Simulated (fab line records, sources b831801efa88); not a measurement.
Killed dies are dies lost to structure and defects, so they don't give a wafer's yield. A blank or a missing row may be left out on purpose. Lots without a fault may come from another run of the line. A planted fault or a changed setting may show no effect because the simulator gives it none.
fab line records | flow sky130
record lots=7 wafers=21 last_day=50
route steps=708 shown METAL5@664 PAD_OPEN@708
lots that met no fault: from a run of the same line without faults
start_h: hours from the record's first day to the start of the lot's first wafer shown | wait_h: hours since the lot's step before | " the same as in the row above | L1.1+2: a row that stands for several wafers | - no value, or no start given | * or withheld: withheld | < > ~ a bound
route shown NAME@n: a module of which the file shows steps, and the number in the route of the first | usual: mean/standard deviation of fault-free wafers | same: alike in all rows | chamber/n: place in a boat | sites: the reading at each site | _std_site: their standard deviation | _edge_site: outer sites' mean less inner sites' | radius_mm: how far each site lies from the wafer's centre | mask NAME#n: copy n | behind: the tool/chamber that last shaped the wafer | hold: why the lot was held/for how many hours/how that ended | device: the transistor (n, p or np) that didn't switch | end of line: the same wafers' tests at the end of the route | a step without rows: its recipe alone | killed: dies lost to structure and defects at the first sort, not the wafer's yield | map: a wafer's dies, x killed, . not, _ none there
set.NAME: the setting as run; set.NAME@STEP: as run at that earlier step | model.NAME: the simulator's own value behind a step, which no gauge read
lots at some steps of the route; a table a step, a row a wafer
services: from which hour (start_h, from the record's first day; less than 0 if before it) a tool's chamber was out of use, for how many hours, and why
## steps
# step SKY_METAL5_SPUTTER_03
# recipe material=Ti target_thk_nm=5 power_w=3000 time_s=3.3 chamber_pressure_pa=0.4
# usual throttle_valve_pct=30.5/1.3
# columns lot.wafer tool chamber start_h wait_h throttle_valve_pct
L112.1 pvd_sputter-04 - 1077.73 0.0 29.3
L112.4 " - " " 30.2
L112.5 " - " " 29.3
L113.2 pvd_sputter-04 - 1082.24 0.0 29.8
L113.4 " - " " 28.9
L113.6 " - " " 30.5
L115.2 pvd_sputter-02 - 1094.14 0.0 31.7
L115.3 " - " " 33.4
L115.6 " - " " 28.5
L117.1 pvd_sputter-02 - 1101.80 0.0 30.6
L117.2 " - " " 33.6
L117.3 " - " " 31.9
L119.1 pvd_sputter-04 - 1109.18 0.0 30.4
L119.5 " - " " 29.6
L119.6 " - " " 30.3
L125.1 pvd_sputter-04 - 1145.18 0.0 29.7
L125.3 " - " " 30.7
L125.4 " - " " 30.5
L127.3 pvd_sputter-02 - 1154.97 0.0 30.7
L127.4 " - " " 33.8
L127.5 " - " " 30.2
# step SKY_METAL5_SPUTTER_04
# recipe material=TiN target_thk_nm=70 power_w=6500 time_s=58.3 chamber_pressure_pa=0.4
# usual throttle_valve_pct=30.5/1.3
# columns lot.wafer tool chamber start_h wait_h throttle_valve_pct
L112.1 pvd_sputter-04 - 1077.75 0.0 29.3
L112.4 " - " " 30.3
L112.5 " - " " 28.9
L113.2 pvd_sputter-04 - 1082.26 0.0 29.8
L113.4 " - " " 29.0
L113.6 " - " " 30.6
L115.2 pvd_sputter-02 - 1094.16 0.0 31.6
L115.3 " - " " 33.3
L115.6 " - " " 28.6
L117.1 pvd_sputter-02 - 1101.82 0.0 30.3
L117.2 " - " " 33.7
L117.3 " - " " 31.8
L119.1 pvd_sputter-04 - 1109.20 0.0 30.6
L119.5 " - " " 29.9
L119.6 " - " " 30.4
L125.1 pvd_sputter-04 - 1145.20 0.0 29.8
L125.3 " - " " 30.4
L125.4 " - " " 30.5
L127.3 pvd_sputter-02 - 1154.99 0.0 30.5
L127.4 " - " " 33.5
L127.5 " - " " 30.6
# step SKY_METAL5_RS_MEAS_05
# recipe thk_meas_gauge=four-point-probe reads=TiN_of_METAL5_SPUTTER_04+Ti_of_METAL5_SPUTTER_03+AlCu_of_METAL5_SPUTTER_02+TiN_of_METAL5_SPUTTER_01+Ti_of_METAL5_SPUTTER_00
# usual METAL5_ALCU_RS=0.02714/0.00028
# columns lot.wafer tool chamber start_h wait_h METAL5_ALCU_RS[ohm/sq]
L112.1 film_metro-01 - 1077.80 0.0 0.02701
L112.4 " - " " 0.02667
L112.5 " - " " 0.02688
L113.2 film_metro-02 - 1082.33 0.0 0.0268
L113.4 " - " " 0.02693
L113.6 " - " " 0.02699
L115.2 film_metro-02 - 1094.23 0.0 0.02734
L115.3 " - " " 0.02722
L115.6 " - " " 0.02718
L117.1 film_metro-04 - 1101.87 0.0 0.02722
L117.2 " - " " 0.02711
L117.3 " - " " 0.027
L119.1 film_metro-02 - 1109.24 0.0 0.02705
L119.5 " - " " 0.02719
L119.6 " - " " 0.02705
L125.1 film_metro-04 - 1145.25 0.0 0.02695
L125.3 " - " " 0.02691
L125.4 " - " " 0.02663
L127.3 film_metro-02 - 1155.07 0.1 0.02706
L127.4 " - " " 0.02692
L127.5 " - " " 0.02706
# step SKY_METAL5_THK_MEAS_06
# recipe thk_meas_gauge=xrf reads=AlCu_of_METAL5_SPUTTER_02
# usual METAL5_ALCU_THK=1150/11
# columns lot.wafer tool chamber start_h wait_h METAL5_ALCU_THK[nm]
L112.1 film_metro-01 - 1077.92 0.1 1154
L112.4 " - " " 1158
L112.5 " - " " 1162
L113.2 film_metro-02 - 1082.44 0.1 1162
L113.4 " - " " 1154
L113.6 " - " " 1152
L115.2 film_metro-02 - 1094.34 0.1 1142
L115.3 " - " " 1146
L115.6 " - " " 1142
L117.1 film_metro-04 - 1101.99 0.1 1152
L117.2 " - " " 1149
L117.3 " - " " 1157
L119.1 film_metro-02 - 1109.36 0.1 1147
L119.5 " - " " 1147
L119.6 " - " " 1150
L125.1 film_metro-04 - 1145.37 0.1 1154
L125.3 " - " " 1156
L125.4 " - " " 1168
L127.3 film_metro-02 - 1155.17 0.1 1156
L127.4 " - " " 1155
L127.5 " - " " 1155
# step SKY_METAL5_DEHYDRATE_07
# recipe temp_c=200 time_s=60
# step SKY_METAL5_HMDS_08
# recipe prime_time_s=60 prime_temp_c=120
# step SKY_METAL5_COAT_09
# recipe resist=NOVOLAK spin_rpm=3000 resist_thk_nm=1800
# step SKY_METAL5_SOFTBAKE_10
# recipe temp_c=90 time_s=60 resist=NOVOLAK
# step SKY_METAL5_EXPOSE_11
# recipe mask_id=MM5 na=0.6 source_shape=conventional sigma_outer=0.6 polarization=unpolarized target_cd_nm=1600 dose_mj=190
# step SKY_METAL5_PEB_12
# recipe temp_c=withheld time_s=* resist=NOVOLAK
# step SKY_METAL5_DEVELOP_13
# recipe resist=NOVOLAK developer=TMAH develop_time_s=60 dev_temp_c=23
# step SKY_METAL5_DESCUM_14
# recipe chemistry=O2 source_power_w=150 bias_power_w=0 pressure_mtorr=10 temp_c=40 time_s=11
# usual drypump_motor_current_A=5.9/0.63 oes_product_au=1.002/0.0073 rf_fwd_power_W=147.7/0.86
# columns lot.wafer tool chamber start_h wait_h drypump_motor_current_A oes_product_au rf_fwd_power_W rf_hours_counter_h
L112.1 rie_metal-03 0 1097.74 0.1 6.0 1.006 148.2 4
L112.4 " 0 " " 6.0 1.008 148.0 -
L112.5 " 1 " " 6.2 0.999 148.6 -
L113.2 rie_metal-01 1 1103.24 0.1 5.8 1.003 146.8 12
L113.4 " 1 " " 5.8 1.003 146.9 -
L113.6 " 1 " " 5.8 1.003 147.6 -
L115.2 rie_metal-03 1 1114.31 0.1 6.2 0.992 147.4 10
L115.3 " 0 " " 6.0 1.010 148.0 -
L115.6 " 1 " " 6.2 0.989 147.4 -
L117.1 rie_metal-03 0 1121.56 0.1 6.0 1.005 148.9 6
L117.2 " 1 " " 6.2 0.987 147.4 11
L117.3 " 1 " " 6.2 0.997 146.6 -
L119.1 rie_metal-03 0 1129.29 0.1 5.9 0.997 147.6 7
L119.5 " 0 " " 6.0 1.001 148.2 -
L119.6 " 1 " " 6.2 0.996 147.9 -
L125.1 rie_metal-01 1 1164.25 0.1 5.8 1.002 148.0 17
L125.3 " 0 " " 6.5 1.006 146.4 -
L125.4 " 1 " " 5.8 1.012 147.7 -
L127.3 rie_metal-02 0 1172.83 0.1 4.7 1.000 147.6 -
L127.4 " 1 " " 6.5 1.000 148.8 -
L127.5 " 1 " " 6.5 0.994 148.9 -
# step SKY_METAL5_METAL_ETCH_15
# recipe target_depth_a=12600 stop_on=SiO2 over_etch_frac=0.2 time_s=252 chemistry=Cl2/BCl3 resist_sidewall_deg=86 pressure_mtorr=10 icp_w=900 bias_w=48.5 Cl2_flow_sccm=60 bcl3_flow_sccm=30
# usual drypump_motor_current_A=5.9/0.63 oes_product_au=0.893/0.0048 rf_fwd_power_W=898.1/2.9 run_length_s=280.27/0.29 throttle_valve_pct=22.265/0.01
# same over_etch_frac=0.2
# columns lot.wafer tool chamber start_h wait_h drypump_motor_current_A oes_product_au rf_fwd_power_W rf_hours_counter_h run_length_s throttle_valve_pct model.NOVOLAK_of_METAL5_COAT_09.thk_nm
L112.1 rie_metal-03 0 1097.77 0.0 6.0 0.895 897.3 4 279.88 22.265 1026
L112.4 " 0 " " 5.9 0.891 895.5 - 280.32 22.243 1027
L112.5 " 1 " " 6.2 0.894 899.3 - 280.11 22.272 1041
L113.2 rie_metal-01 1 1103.27 0.0 5.8 0.897 902.3 12 280.60 22.288 1038
L113.4 " 1 " " 5.8 0.897 901.5 - 280.72 22.275 1038
L113.6 " 1 " " 5.8 0.896 902.3 - 280.38 22.273 1034
L115.2 rie_metal-03 1 1114.35 0.0 6.2 0.948 - 10 267.56 22.242 1077
L115.3 " 0 " " 5.9 0.893 904.1 - 279.90 22.268 1028
L115.6 " 1 " " 6.2 0.893 893.8 - 280.49 22.275 1034
L117.1 rie_metal-03 0 1121.60 0.0 6.0 0.943 - 6 267.73 22.272 1070
L117.2 " 1 " " 6.2 0.945 - 11 267.60 22.265 1083
L117.3 " 1 " " 6.2 0.888 898.7 - 279.92 22.243 1038
L119.1 rie_metal-03 0 1129.32 0.0 5.9 0.948 - 7 268.17 22.274 1061
L119.5 " 0 " " 6.0 0.943 - - 267.66 22.271 1061
L119.6 " 1 " " 6.2 0.898 902.6 - 279.83 22.250 1034
L125.1 rie_metal-01 1 1164.29 0.0 5.8 0.890 898.4 17 280.70 22.264 1027
L125.3 " 0 " " 6.4 0.901 899.3 - 280.16 22.251 1041
L125.4 " 1 " " 5.8 0.893 898.7 - 280.66 22.280 1033
L127.3 rie_metal-02 0 1172.93 0.1 4.7 0.895 893.8 - 279.91 22.285 1027
L127.4 " 1 " " 6.5 0.901 906.8 - 280.26 22.254 1018
L127.5 " 1 " " 6.5 0.895 898.4 - 280.03 22.264 1024
# step SKY_METAL5_STRIP_16
# recipe chemistry=O2/N2 power_w=1400 pressure_mtorr=1500 platen_temp_c=withheld o2_flow_sccm=3000 n2_flow_sccm=300 overash_fraction=0.5
# usual drypump_motor_current_A=5.6/0.41 oes_product_au=0.711/0.0046 strip_time_to_endpoint_s=13.02/0.13
# columns lot.wafer tool chamber start_h wait_h drypump_motor_current_A oes_product_au rf_hours_counter_h strip_time_to_endpoint_s
L112.1 plasma_asher-03 0 1098.00 0.2 5.6 0.712 37 12.97
L112.4 " 1 " " 5.8 0.708 - 12.97
L112.5 " 0 " " 5.6 0.707 - 13.13
L113.2 plasma_asher-02 1 1103.50 0.2 5.7 0.716 95 13.12
L113.4 " 1 " " 5.7 0.715 - 13.09
L113.6 " 1 " " 5.7 0.713 - 13.06
L115.2 plasma_asher-04 1 1114.58 0.2 6.3 0.715 5 13.55
L115.3 " 0 " " 5.0 0.717 - 12.97
L115.6 " 1 " " 6.3 0.717 - 13.08
L117.1 plasma_asher-03 1 1121.83 0.2 5.8 0.707 39 13.47
L117.2 " 0 " " 5.6 0.716 39 13.61
L117.3 " 1 " " 5.8 0.705 - 13.10
L119.1 plasma_asher-04 1 1129.55 0.2 6.3 0.706 6 13.34
L119.5 " 0 " " 5.0 0.712 - 13.36
L119.6 " 1 " " 6.3 0.711 - 13.05
L125.1 plasma_asher-02 0 1164.52 0.2 5.3 0.706 101 12.98
L125.3 " 1 " " 5.7 0.709 - 13.17
L125.4 " 0 " " 5.3 0.706 - 13.04
L127.3 plasma_asher-03 0 1173.12 0.1 5.6 0.708 - 13.00
L127.4 " 1 " " 5.8 0.703 - 12.87
L127.5 " 1 " " 5.8 0.705 - 12.96
# step SKY_METAL5_STRIP_17
# recipe chemistry=post_etch_residue_remover time_s=1200 temp_c=72.5
# step SKY_PAD_OPEN_PROBE_99
# usual defect_limited_yield=82.7/1.9 killed_at_M0_to_M3=43/7.1 killed_at_M4_up=3.2/1.9 killed_at_contacts=23/5.1 killed_at_front_end=15/4.5 killed_at_other=0.4/0.65 killed_dies=85/9.4 killed_on_rim=17/4 killed_open=47/6.8 killed_short=38/6.1 sort_bin_3_pad_short=0.8/0.38 sort_bin_5_function=10.3/1.5 sort_bin_6_memory=6.2/1.1 sort_n_pass=407/9.4 sort_yield_pct=82.7/1.9
# same gross_dies=492 killed_at_back_side=0 sort_bin_4_leakage[%]=0 sort_bin_8_speed[%]=0
# columns lot.wafer tool chamber start_h wait_h defect_limited_yield[%] killed_at_M0_to_M3 killed_at_M4_up killed_at_contacts killed_at_front_end killed_at_other killed_dies killed_on_rim killed_open killed_short sort_bin_3_pad_short[%] sort_bin_5_function[%] sort_bin_6_memory[%] sort_n_pass sort_yield_pct[%]
L115.2 prober-01 - 1156.83 0.1 83.5 43 3 23 12 0 81 16 47 32 0.6 8.9 6.9 411 83.5
L115.3 prober-01 - 1156.88 0.2 79.9 55 4 20 19 1 99 20 56 43 0.8 11.4 7.9 393 79.9
L115.6 prober-01 - 1157.03 0.2 81.1 51 5 22 15 0 93 20 52 41 1.4 12.2 5.3 399 81.1
L125.1 prober-01 - 1198.58 0.1 83.5 45 4 23 9 0 81 19 33 48 0.8 10.0 5.7 411 83.5
L125.3 prober-01 - 1198.68 0.2 83.9 41 1 20 17 0 79 17 41 36 1.0 10.0 5.1 413 83.9
L125.4 prober-01 - 1198.73 0.2 85.4 23 7 27 14 1 72 18 45 25 0.6 7.7 6.3 420 85.4
L127.3 prober-02 - 1206.13 0.2 82.9 35 4 31 13 1 84 15 39 44 0.8 10.0 6.3 408 82.9
L127.4 prober-02 - 1206.18 0.2 82.1 47 4 24 13 0 88 16 45 43 0.8 11.2 5.9 404 82.1
L127.5 prober-02 - 1206.23 0.2 84.3 34 1 18 24 0 77 13 41 36 1.0 8.3 6.3 415 84.3
# killed by level:class
L115.2 CONTACT:geometric_particle:open=11 VIA1:geometric_particle:open=9 VIA2:geometric_particle:open=6 VIA3:geometric_particle:open=6 METAL1:geometric_particle:short=5 VIA2:geometric_particle:short=4 METAL3:geometric_particle:short=4 POLY_GATE:geometric_particle:short=3
L115.3 VIA1:geometric_particle:open=17 CONTACT:geometric_particle:open=9 VIA3:geometric_particle:short=7 METAL1:geometric_particle:short=6 METAL2:geometric_particle:short=5 VIA2:geometric_particle:open=5 FIELD_ISO:geometric_particle:open=4 CONTACT:geometric_particle:short=4
L115.6 VIA1:geometric_particle:open=13 LI_CONTACT:geometric_particle:open=9 VIA3:geometric_particle:open=7 METAL1:geometric_particle:short=7 CONTACT:geometric_particle:open=6 METAL2:geometric_particle:short=6 VIA1:geometric_particle:short=5 VIA2:geometric_particle:short=5
L125.1 METAL1:geometric_particle:short=9 VIA1:geometric_particle:short=9 VIA3:geometric_particle:open=9 LI_CONTACT:geometric_particle:open=7 LOCAL_INTERCONNECT:geometric_particle:short=6 METAL2:geometric_particle:short=6 CONTACT:geometric_particle:open=5 VIA1:geometric_particle:open=4
L125.3 VIA1:geometric_particle:open=14 LOCAL_INTERCONNECT:geometric_particle:short=7 LI_CONTACT:geometric_particle:open=5 VIA3:geometric_particle:open=5 METAL2:geometric_particle:short=5 VIA2:geometric_particle:open=5 FIELD_ISO:geometric_particle:short=4 POLY_GATE:geometric_particle:short=4
L125.4 CONTACT:geometric_particle:open=8 VIA1:geometric_particle:open=8 POLY_GATE:geometric_particle:open=6 CONTACT:geometric_particle:short=6 LI_CONTACT:geometric_particle:open=5 LI_CONTACT:geometric_particle:short=3 LOCAL_INTERCONNECT:geometric_particle:open=3 VIA2:geometric_particle:open=3
L127.3 CONTACT:geometric_particle:open=14 FIELD_ISO:geometric_particle:short=7 METAL1:geometric_particle:short=6 VIA1:geometric_particle:open=6 CONTACT:geometric_particle:short=5 VIA1:geometric_particle:short=5 FIELD_ISO:geometric_particle:open=4 LI_CONTACT:geometric_particle:short=4
L127.4 VIA1:geometric_particle:open=10 LI_CONTACT:geometric_particle:open=9 VIA3:geometric_particle:open=7 CONTACT:geometric_particle:open=6 METAL1:geometric_particle:short=6 VIA1:geometric_particle:short=6 METAL2:geometric_particle:short=6 CONTACT:geometric_particle:short=5
L127.5 FIELD_ISO:geometric_particle:short=10 VIA3:geometric_particle:open=7 FIELD_ISO:geometric_particle:open=6 LI_CONTACT:geometric_particle:open=6 CONTACT:geometric_particle:short=5 VIA1:geometric_particle:open=5 POLY_GATE:geometric_particle:open=4 CONTACT:geometric_particle:open=4
## services
# columns tool chamber start_h hours kind
plasma_asher-04 - 1055.25 9.0 pm
plasma_asher-04 0 1055.25 9.0 vent_cycle
plasma_asher-04 1 1055.25 9.0 vent_cycle
pvd_sputter-04 - 1057.39 14.6 repair
plasma_asher-04 0 1064.25 - clean
plasma_asher-04 1 1064.25 - clean
rie_metal-03 0 1073.30 11.9 repair
plasma_asher-02 - 1075.65 3.7 repair
pvd_sputter-02 1 1097.78 - consumable_replace:kit
pvd_sputter-02 1 1097.78 18.0 scheduled_down
pvd_sputter-02 1 1097.78 18.0 vent_cycle
pvd_sputter-04 2 1101.77 - consumable_replace:kit
pvd_sputter-04 2 1101.77 18.0 scheduled_down
pvd_sputter-04 2 1101.77 18.0 vent_cycle
rie_metal-03 1 1132.69 27.7 repair
pvd_sputter-02 - 1153.65 1.1 repair
pvd_sputter-02 0 1155.80 - consumable_replace:kit
pvd_sputter-02 0 1155.80 18.0 scheduled_down
pvd_sputter-02 0 1155.80 18.0 vent_cycle
pvd_sputter-04 1 1168.40 - consumable_replace:kit
pvd_sputter-04 1 1168.40 18.0 scheduled_down
pvd_sputter-04 1 1168.40 18.0 vent_cycle
## key
first_sign step=SKY_METAL5_METAL_ETCH_15 reading=run_length_s direction=down sigmas=44 usual=* struck=*
effect step=SKY_METAL5_METAL_ETCH_15 reading=oes_product_au direction=up sigmas=11 usual=0.893 struck=0.945
effect step=SKY_METAL5_STRIP_16 reading=strip_time_to_endpoint_s direction=up sigmas=3.4 usual=* struck=*
model_effect step=SKY_METAL5_METAL_ETCH_15 value=NOVOLAK_of_METAL5_COAT_09.thk_nm without=1033 struck=1070
met_at SKY_METAL5_METAL_ETCH_15
struck_wafers L115.2,L117.1,L117.2,L119.1,L119.5
onset_between 1097.77 1114.35
fault kind=process_parameter_drift tool=rie_metal-03 chamber=- onset_h=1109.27 steps=SKY_METAL5_METAL_ETCH_15 channel=time_s offset=* shape=step end_h=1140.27 scope=struck_wafers_only acts_in=* stated=*
